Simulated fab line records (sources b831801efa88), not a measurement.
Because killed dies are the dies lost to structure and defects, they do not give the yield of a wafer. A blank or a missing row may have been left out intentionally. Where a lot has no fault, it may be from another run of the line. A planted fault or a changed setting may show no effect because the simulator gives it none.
The tool behind it: which one? | flow sky130 | 33 wafers from 11 lots sampled at 2 of the route's 708 steps

== WHAT THE GAUGES SHOWED, per wafer ==
SKY_GATE_OXIDE_THK_MEAS_02.
lot  | measured     | on            | GATE_OXIDE_OXIDATION_00_THK (nm)
L709 | day 14 20:02 | film-metro-04 | 10.68 10.58 10.48
L712 | day 15 16:56 | film-metro-04 | 10.39 10.32 10.25
L716 | day 17 11:34 | film-metro-01 | 10.31 10.40 10.45
L718 | day 17 23:16 | film-metro-01 | 10.09 10.26 10.08
L719 | day 18 05:03 | film-metro-01 | 10.09 10.29 10.23
L720 | day 18 05:03 | film-metro-03 | 10.25 10.03 10.34
L721 | day 18 12:55 | film-metro-03 | 10.35 10.30 10.39
L723 | day 19 05:22 | film-metro-04 | 10.12 10.12 10.16
L726 | day 20 03:09 | film-metro-04 | 10.17 10.28 10.17
L727 | day 20 03:10 | film-metro-01 | 10.16 10.26 10.19
L728 | day 20 22:20 | film-metro-03 | 9.91 9.89 9.97

== TOOL THAT RAN EACH LOT (tool first, then ch and the chambers of the sampled wafers, then the start) ==
lot  | SKY_SONOS_ONO_STRIP_17
L709 | plasma-asher-03 ch 0,1, day 14 18:24
L712 | plasma-asher-02 ch 0,1, day 15 13:44
L716 | plasma-asher-03 ch 0,1, day 17 09:58
L718 | plasma-asher-02 ch 0,1, day 17 19:36
L719 | plasma-asher-03 ch 0,1, day 18 02:38
L720 | plasma-asher-02 ch 0, day 18 02:50
L721 | plasma-asher-01 ch 0,1, day 18 10:07
L723 | plasma-asher-02 ch 0,1, day 19 02:17
L726 | plasma-asher-02 ch 0,1, day 19 22:55
L727 | plasma-asher-03 ch 0,1, day 20 00:44
L728 | plasma-asher-03 ch 0,1, day 20 18:09
- SKY_SONOS_ONO_STRIP_17: strips in O2/N2.

== WHAT THE TOOLS THEMSELVES READ (means of the sampled wafers that have a number; where no wafer has one, the mark that the record gives instead) ==
SKY_SONOS_ONO_STRIP_17.
lot  | tool            | chamber-pressure-mTorr (mTorr) | drypump-motor-current-A (A) | oes-product-au (a.u.) | strip-time-to-endpoint-s (s)
L709 | plasma-asher-03 | 1500.5                         | 5.4                         | 0.709                 | 14.10
L712 | plasma-asher-02 | 1501.3                         | 6.1                         | 0.708                 | 14.14
L716 | plasma-asher-03 | 1500.2                         | 5.3                         | 0.709                 | 14.12
L718 | plasma-asher-02 | 1498.9                         | 6.0                         | 0.708                 | 14.11
L719 | plasma-asher-03 | 1500.3                         | 5.4                         | 0.710                 | 14.17
L720 | plasma-asher-02 | 1499.6                         | 6.4                         | 0.708                 | 14.11
L721 | plasma-asher-01 | 1499.7                         | 5.3                         | 0.711                 | 14.12
L723 | plasma-asher-02 | 1500.2                         | 5.7                         | 0.707                 | 14.13
L726 | plasma-asher-02 | 1501.0                         | 6.1                         | 0.714                 | 14.18
L727 | plasma-asher-03 | 1498.9                         | 5.4                         | 0.710                 | 14.05
L728 | plasma-asher-03 | 1499.5                         | 5.3                         | 0.712                 | 14.07

== THE ANSWER, worked out from the rows above alone ==
Rule: the lots themselves supply what counts as usual. Put in order of their means at a reading, lots are off if they are a third of the lots or fewer, leave a main group of 4 or more, and stand apart from it by a gap of 3 or more times the standard deviation of the main group's means; of several such gaps the widest counts. Not used: any main group whose means are identical at the precision the tables above print for the reading. A lot without any number at a reading at which 4 lots or more have one is off too. Where the step has rows for the other lots, those lots are counted as sound. Order of review: gauges by route order, followed by the tools' own readings, for which a lot's mean as printed above is used. At the first step where some lot is off, the reading lying furthest off is the one used; lots without a number count as furthest.
Nothing can be told from this: no lot is off at any reading shown.

== WHAT THE SIMULATOR PUT IN ==
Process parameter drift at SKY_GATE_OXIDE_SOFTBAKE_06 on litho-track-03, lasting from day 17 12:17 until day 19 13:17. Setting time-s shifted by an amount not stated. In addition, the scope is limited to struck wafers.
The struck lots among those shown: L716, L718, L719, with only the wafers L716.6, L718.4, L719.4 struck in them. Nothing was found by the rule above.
